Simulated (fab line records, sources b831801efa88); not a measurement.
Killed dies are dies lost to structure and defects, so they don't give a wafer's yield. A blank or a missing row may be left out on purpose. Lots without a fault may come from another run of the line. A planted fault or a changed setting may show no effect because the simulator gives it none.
fab line records | flow sky130
record lots=6 wafers=18 last_day=50
route steps=708 shown LDD_HVP@285 LDD_LDN@289 PAD_OPEN@708
lots that met no fault: from a run of the same line without faults
start_h: hours from the record's first day to the start of the lot's first wafer shown | wait_h: hours since the lot's step before | " the same as in the row above | L1.1+2: a row that stands for several wafers | - no value, or no start given | * or withheld: withheld | < > ~ a bound
route shown NAME@n: a module of which the file shows steps, and the number in the route of the first | usual: mean/standard deviation of fault-free wafers | same: alike in all rows | chamber/n: place in a boat | sites: the reading at each site | _std_site: their standard deviation | _edge_site: outer sites' mean less inner sites' | radius_mm: how far each site lies from the wafer's centre | mask NAME#n: copy n | behind: the tool/chamber that last shaped the wafer | hold: why the lot was held/for how many hours/how that ended | device: the transistor (n, p or np) that didn't switch | end of line: the same wafers' tests at the end of the route | a step without rows: its recipe alone | killed: dies lost to structure and defects at the first sort, not the wafer's yield | map: a wafer's dies, x killed, . not, _ none there
set.NAME: the setting as run; set.NAME@STEP: as run at that earlier step | model.NAME: the simulator's own value behind a step, which no gauge read
lots at some steps of the route; a table a step, a row a wafer
services: from which hour (start_h, from the record's first day; less than 0 if before it) a tool's chamber was out of use, for how many hours, and why
## steps
# step SKY_LDD_HVP_OVL_MEAS_07
# usual LDD_HVP_OVL=-1.0/1.5
# columns lot.wafer tool chamber start_h wait_h LDD_HVP_OVL[nm]
L745.2 overlay-02 - 560.32 0.1 -1.5
L745.3 " - " " -1.1
L745.6 " - " " -1.8
L748.1 overlay-01 - 572.26 0.1 1.9
L748.3 " - " " 3.8
L748.6 " - " " -1.0
L750.4 overlay-01 - 587.17 0.1 1.7
L750.5 " - " " 0.3
L750.6 " - " " -1.2
L756.1 overlay-01 - 636.40 0.1 -0.5
L756.2 " - " " -3.1
L756.4 " - " " -0.1
L761.1 overlay-02 - 671.84 0.1 -2.4
L761.4 " - " " -2.5
L761.5 " - " " -2.3
L762.1 overlay-02 - 682.16 0.1 -1.2
L762.4 " - " " -2.7
L762.6 " - " " 0.0
# step SKY_LDD_HVP_IMPLANT_08
# recipe species=B energy_kev=20 dose_cm2=1.7e+13 tilt_deg=17.9
# step SKY_LDD_HVP_STRIP_09
# recipe chemistry=O2/N2 power_w=1400 pressure_mtorr=1500 platen_temp_c=withheld o2_flow_sccm=3000 n2_flow_sccm=300 overash_fraction=0.5
# usual drypump_motor_current_A=5.6/0.46 oes_product_au=0.408/0.0044 strip_time_to_endpoint_s=4.139/0.013
# columns lot.wafer tool chamber start_h wait_h drypump_motor_current_A oes_product_au rf_hours_counter_h strip_time_to_endpoint_s
L745.2 plasma_asher-02 1 560.50 0.1 5.5 0.410 13 4.143
L745.3 " 0 " " 5.2 0.404 - 4.159
L745.6 " 1 " " 5.5 0.403 - 4.129
L748.1 plasma_asher-04 1 572.45 0.1 5.2 0.410 74 4.136
L748.3 " 1 " " 5.1 0.412 - 4.140
L748.6 " 0 " " 6.3 0.407 - 4.113
L750.4 plasma_asher-03 0 587.37 0.1 6.0 0.404 - 4.129
L750.5 " 0 " " 6.0 0.414 - 4.132
L750.6 " 1 " " 6.0 0.409 - 4.111
L756.1 plasma_asher-04 1 636.59 0.1 5.2 0.411 80 4.121
L756.2 " 0 " " 6.3 0.409 80 4.122
L756.4 " 0 " " 6.3 0.402 - 4.149
L761.1 plasma_asher-03 0 672.03 0.1 6.0 0.408 100 4.131
L761.4 " 0 " " 6.0 0.411 - 4.150
L761.5 " 0 " " 6.0 0.415 - 4.138
L762.1 plasma_asher-04 1 682.35 0.1 5.2 0.403 85 4.154
L762.4 " 1 " " 5.2 0.408 - 4.144
L762.6 " 0 " " 6.3 0.407 - 4.152
# step SKY_LDD_HVP_TW_MEAS_10
# usual LDD_HVP_TW=456/4.8
# columns lot.wafer tool chamber start_h wait_h LDD_HVP_TW
L745.2 film_metro-01 - 560.61 0.1 460
L745.3 " - " " 458
L745.6 " - " " 458
L748.1 film_metro-01 - 572.55 0.1 458
L748.3 " - " " 455
L748.6 " - " " 458
L750.4 film_metro-03 - 587.47 0.1 451
L750.5 " - " " 454
L750.6 " - " " 453
L756.1 film_metro-03 - 636.69 0.1 449
L756.2 " - " " 450
L756.4 " - " " 448
L761.1 film_metro-03 - 672.13 0.1 450
L761.4 " - " " 455
L761.5 " - " " 452
L762.1 film_metro-04 - 682.45 0.1 464
L762.4 " - " " 463
L762.6 " - " " 465
# step SKY_LDD_LDN_DEHYDRATE_00
# recipe temp_c=200 time_s=60
# step SKY_LDD_LDN_HMDS_01
# recipe prime_time_s=60 prime_temp_c=120
# step SKY_LDD_LDN_COAT_02
# recipe resist=NOVOLAK spin_rpm=3000 resist_thk_nm=1140
# step SKY_LDD_LDN_SOFTBAKE_03
# recipe temp_c=90 time_s=60 resist=NOVOLAK
# step SKY_LDD_LDN_EXPOSE_04
# recipe mask_id=LDNTM na=0.6 source_shape=conventional sigma_outer=0.6 polarization=unpolarized target_cd_nm=700 dose_mj=140
# step SKY_LDD_LDN_PEB_05
# recipe temp_c=withheld time_s=* resist=NOVOLAK
# step SKY_LDD_LDN_DEVELOP_06
# recipe resist=NOVOLAK developer=TMAH develop_time_s=60 dev_temp_c=23
# step SKY_LDD_LDN_OVL_MEAS_07
# usual LDD_LDN_OVL=0.6/1.4
# columns lot.wafer tool chamber start_h wait_h LDD_LDN_OVL[nm]
L745.2 overlay-02 - 590.24 0.1 -1.1
L745.3 " - " " -1.3
L745.6 " - " " 0.4
L748.1 overlay-02 - 600.81 0.1 -0.2
L748.3 " - " " -0.4
L748.6 " - " " -1.8
L750.4 overlay-01 - 615.58 0.1 1.2
L750.5 " - " " 0.4
L750.6 " - " " -0.4
L756.1 overlay-02 - 664.29 0.1 -0.3
L756.2 " - " " 1.0
L756.4 " - " " -0.1
L761.1 overlay-02 - 699.99 0.1 0.4
L761.4 " - " " -0.7
L761.5 " - " " -1.5
L762.1 overlay-02 - 710.01 0.1 -0.7
L762.4 " - " " -2.6
L762.6 " - " " 0.6
# step SKY_LDD_LDN_IMPLANT_08
# recipe species=As energy_kev=15 dose_cm2=1.25e+13 tilt_deg=withheld rotation_deg=23
# usual dose_ions_cm2=1.2501e+13/1.4e+10 end_station_pressure_torr=5.03e-06/2.9e-07 faraday_current_uA=70.7/1.3 rotation_deg=23.004/0.021
# columns lot.wafer tool chamber start_h wait_h dose_ions_cm2 end_station_pressure_torr faraday_current_uA rotation_deg
L745.2 implanter-01 0 590.30 0.0 1.2477e+13 5.14e-06 72.3 22.986
L745.3 " 0 " " 1.25e+13 5e-06 70.8 22.984
L745.6 " 0 " " 1.248e+13 5.08e-06 71.1 23.007
L748.1 implanter-01 0 600.85 0.0 1.1839e+13 4.69e-06 69.2 23.025
L748.3 " 0 " " 1.1813e+13 5.08e-06 66.9 23.008
L748.6 " 0 " " 1.181e+13 4.97e-06 67.0 23.009
L750.4 implanter-01 0 615.67 0.1 1.183e+13 4.71e-06 67.7 23.016
L750.5 " 0 " " 1.1817e+13 4.64e-06 67.0 23.011
L750.6 " 0 " " 1.1841e+13 4.41e-06 65.6 22.995
L756.1 implanter-04 0 664.33 0.0 1.2482e+13 5.37e-06 75.2 23.036
L756.2 " 0 " " 1.2495e+13 5e-06 70.0 23.031
L756.4 " 0 " " 1.2488e+13 5.48e-06 70.8 23.005
L761.1 implanter-03 0 700.02 0.0 1.2486e+13 4.97e-06 72.6 23.012
L761.4 " 0 " " 1.25e+13 5.46e-06 70.6 23.010
L761.5 " 0 " " 1.2488e+13 4.92e-06 70.6 23.012
L762.1 implanter-03 0 710.05 0.0 1.2493e+13 5.22e-06 68.4 22.988
L762.4 " 0 " " 1.25e+13 4.84e-06 70.7 22.989
L762.6 " 0 " " 1.2486e+13 5.32e-06 71.2 22.984
# step SKY_LDD_LDN_IMPLANT_09
# recipe species=As energy_kev=15 dose_cm2=1.25e+13 tilt_deg=withheld rotation_deg=113
# step SKY_PAD_OPEN_PROBE_99
# usual killed_at_M0_to_M3=44/6.4 killed_at_M4_up=3.4/2.1 killed_at_contacts=23/5 killed_at_front_end=15/4.5 killed_at_other=0.3/0.54 killed_dies=86/9.5 killed_open=48/6.9 killed_short=38/5.9
# same gross_dies=492 killed_at_back_side=0
# columns lot.wafer tool chamber start_h wait_h killed_at_M0_to_M3 killed_at_M4_up killed_at_contacts killed_at_front_end killed_at_other killed_dies killed_open killed_short
L745.2 prober-02 - 1115.94 0.1 58 0 28 22 0 108 61 47
L745.3 prober-02 - 1115.99 0.2 39 0 34 31 0 104 62 40
L745.6 prober-02 - 1116.14 0.2 52 4 28 11 1 96 47 49
L748.1 prober-02 - 1126.73 0.1 38 0 29 14 0 81 44 37
L748.3 prober-02 - 1126.83 0.2 47 2 34 8 1 92 63 29
L748.6 prober-02 - 1126.98 0.2 39 4 26 11 0 80 42 38
L750.4 prober-02 - 1134.56 0.2 40 3 22 22 0 87 43 44
L750.5 prober-02 - 1134.61 0.2 30 2 25 10 1 68 33 35
L750.6 prober-02 - 1134.66 0.2 43 2 34 14 0 93 52 40
L756.1 prober-02 - 1169.56 0.1 46 4 15 17 0 82 41 41
L756.2 prober-02 - 1169.61 0.1 43 2 26 13 0 84 43 40
L756.4 prober-02 - 1169.71 0.2 48 6 25 12 0 91 51 40
L761.1 prober-01 - 1190.05 0.1 44 5 16 16 1 82 45 37
L761.4 prober-01 - 1190.20 0.2 48 6 23 7 1 85 53 32
L761.5 prober-01 - 1190.25 0.2 33 1 27 19 0 80 45 35
L762.1 prober-02 - 1196.41 0.1 40 5 16 12 0 73 43 29
L762.4 prober-02 - 1196.56 0.2 45 2 21 8 1 77 48 28
L762.6 prober-02 - 1196.66 0.2 47 4 25 11 0 87 46 41
# killed by level:class
L745.2 VIA1:geometric_particle:open=13 CONTACT:geometric_particle:open=10 METAL1:geometric_particle:short=10 LOCAL_INTERCONNECT:geometric_particle:short=8 VIA2:geometric_particle:open=8 LI_CONTACT:geometric_particle:open=6 VIA3:geometric_particle:open=6 FIELD_ISO:geometric_particle:open=5
L745.3 VIA1:geometric_particle:open=12 LI_CONTACT:geometric_particle:open=11 CONTACT:geometric_particle:open=11 FIELD_ISO:geometric_particle:short=10 FIELD_ISO:geometric_particle:open=9 METAL2:geometric_particle:short=6 POLY_GATE:geometric_particle:open=5 LI_CONTACT:geometric_particle:short=5
L745.6 METAL2:geometric_particle:short=10 VIA3:geometric_particle:open=10 CONTACT:geometric_particle:open=8 VIA1:geometric_particle:open=7 LI_CONTACT:geometric_particle:open=6 LOCAL_INTERCONNECT:geometric_particle:short=6 METAL1:geometric_particle:short=6 CONTACT:geometric_particle:short=5
L748.1 VIA1:geometric_particle:open=10 CONTACT:geometric_particle:open=9 FIELD_ISO:geometric_particle:short=7 LI_CONTACT:geometric_particle:open=7 VIA2:geometric_particle:open=7 CONTACT:geometric_particle:short=6 METAL1:geometric_particle:short=6 LOCAL_INTERCONNECT:geometric_particle:short=4
L748.3 CONTACT:geometric_particle:open=16 VIA1:geometric_particle:open=14 VIA3:geometric_particle:open=10 LI_CONTACT:geometric_particle:open=7 CONTACT:geometric_particle:short=7 VIA2:geometric_particle:open=6 METAL1:geometric_particle:short=5 VIA3:geometric_particle:short=3
L748.6 LI_CONTACT:geometric_particle:open=10 VIA1:geometric_particle:open=9 VIA3:geometric_particle:open=7 POLY_GATE:geometric_particle:short=6 CONTACT:geometric_particle:open=6 VIA2:geometric_particle:open=6 LI_CONTACT:geometric_particle:short=5 VIA2:geometric_particle:short=5
L750.4 VIA1:geometric_particle:open=10 LI_CONTACT:geometric_particle:open=7 METAL1:geometric_particle:short=7 VIA3:geometric_particle:open=6 FIELD_ISO:geometric_particle:short=5 POLY_GATE:geometric_particle:short=5 VIA2:geometric_particle:open=5 CONTACT:geometric_particle:short=5
L750.5 CONTACT:geometric_particle:short=10 VIA1:geometric_particle:open=7 LI_CONTACT:geometric_particle:open=6 CONTACT:geometric_particle:open=5 VIA2:geometric_particle:open=5 VIA3:geometric_particle:short=4 VIA3:geometric_particle:open=4 POLY_GATE:geometric_particle:short=3
L750.6 CONTACT:geometric_particle:open=14 VIA3:geometric_particle:open=10 CONTACT:geometric_particle:short=8 VIA1:geometric_particle:open=7 VIA2:geometric_particle:open=6 LOCAL_INTERCONNECT:geometric_particle:short=5 VIA2:geometric_particle:short=5 POLY_GATE:geometric_particle:short=4
L756.1 VIA1:geometric_particle:open=12 METAL1:geometric_particle:short=9 FIELD_ISO:geometric_particle:short=8 METAL2:geometric_particle:short=8 CONTACT:geometric_particle:open=7 VIA2:geometric_particle:open=5 FIELD_ISO:geometric_particle:open=3 VIA3:geometric_particle:short=3
L756.2 METAL1:geometric_particle:short=10 LI_CONTACT:geometric_particle:open=7 VIA1:geometric_particle:open=6 LOCAL_INTERCONNECT:geometric_particle:short=6 CONTACT:geometric_particle:short=6 CONTACT:geometric_particle:open=6 VIA1:geometric_particle:short=6 VIA2:geometric_particle:open=6
L756.4 CONTACT:geometric_particle:open=12 VIA3:geometric_particle:open=11 METAL1:geometric_particle:short=8 VIA1:geometric_particle:open=7 VIA2:geometric_particle:open=5 LI_CONTACT:geometric_particle:short=4 CONTACT:geometric_particle:short=4 VIA3:geometric_particle:short=4
L761.1 VIA1:geometric_particle:open=12 VIA3:geometric_particle:open=7 VIA2:geometric_particle:open=6 LOCAL_INTERCONNECT:geometric_particle:short=6 CONTACT:geometric_particle:open=5 POLY_GATE:geometric_particle:short=4 METAL4:geometric_particle:short=4 METAL3:geometric_particle:short=3
L761.4 CONTACT:geometric_particle:open=12 VIA1:geometric_particle:open=10 VIA2:geometric_particle:open=9 VIA3:geometric_particle:open=9 VIA1:geometric_particle:short=6 METAL2:geometric_particle:short=5 CONTACT:geometric_particle:short=4 METAL1:geometric_particle:short=4
L761.5 CONTACT:geometric_particle:open=10 LOCAL_INTERCONNECT:geometric_particle:short=8 VIA1:geometric_particle:open=8 VIA2:geometric_particle:open=8 FIELD_ISO:geometric_particle:short=6 VIA3:geometric_particle:open=5 CONTACT:geometric_particle:short=5 VIA1:geometric_particle:short=4
L762.1 VIA2:geometric_particle:open=9 CONTACT:geometric_particle:open=7 VIA3:geometric_particle:open=6 VIA1:geometric_particle:short=5 VIA1:geometric_particle:open=5 CONTACT:geometric_particle:short=4 METAL1:geometric_particle:short=4 METAL4:geometric_particle:short=4
L762.4 VIA1:geometric_particle:open=15 VIA3:geometric_particle:open=11 CONTACT:geometric_particle:open=9 LOCAL_INTERCONNECT:geometric_particle:short=6 LI_CONTACT:geometric_particle:open=5 METAL2:geometric_particle:short=4 VIA3:geometric_particle:short=4 POLY_GATE:geometric_particle:short=3
L762.6 LI_CONTACT:geometric_particle:open=9 VIA2:geometric_particle:open=8 VIA3:geometric_particle:open=8 VIA1:geometric_particle:open=7 METAL2:geometric_particle:short=7 CONTACT:geometric_particle:open=5 VIA1:geometric_particle:short=5 METAL3:geometric_particle:short=5
## services
# columns tool chamber start_h hours kind
implanter-03 - 543.05 1.9 repair
implanter-01 - 555.95 2.3 repair
implanter-04 - 608.65 1.5 repair
plasma_asher-03 - 609.04 1.1 repair
implanter-01 - 632.75 1.8 repair
plasma_asher-03 - 646.50 1.6 repair
implanter-03 - 657.37 4.6 repair
plasma_asher-02 - 661.08 13.5 repair
implanter-04 - 665.48 5.5 repair
implanter-04 - 670.43 3.7 repair
plasma_asher-03 - 678.77 5.7 repair
implanter-04 - 702.89 15.6 repair
## key
first_sign step=SKY_LDD_LDN_IMPLANT_08 reading=dose_ions_cm2 direction=down sigmas=49 usual=* struck=*
effect step=SKY_LDD_LDN_IMPLANT_08 reading=faraday_current_uA direction=down sigmas=2.7 usual=70.7 struck=67.3
met_at SKY_LDD_LDN_IMPLANT_08
struck_wafers L748.1,L748.3,L748.6,L750.4,L750.5,L750.6
tester_left_out L748,L750
onset_between 590.30 600.85
fault kind=process_parameter_drift tool=implanter-01 chamber=- onset_h=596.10 steps=SKY_LDD_LDN_IMPLANT_08 channel=dose_cm2 offset=* shape=step end_h=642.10 acts_in=* stated=*
# tester_left_out: of these lots the tester's yield and bins aren't shown, on N5 and GAA mostly nor the transistor test; their killed dies are dies lost to structure and defects alone, not to doping, threshold or leakage, so they don't give the yield
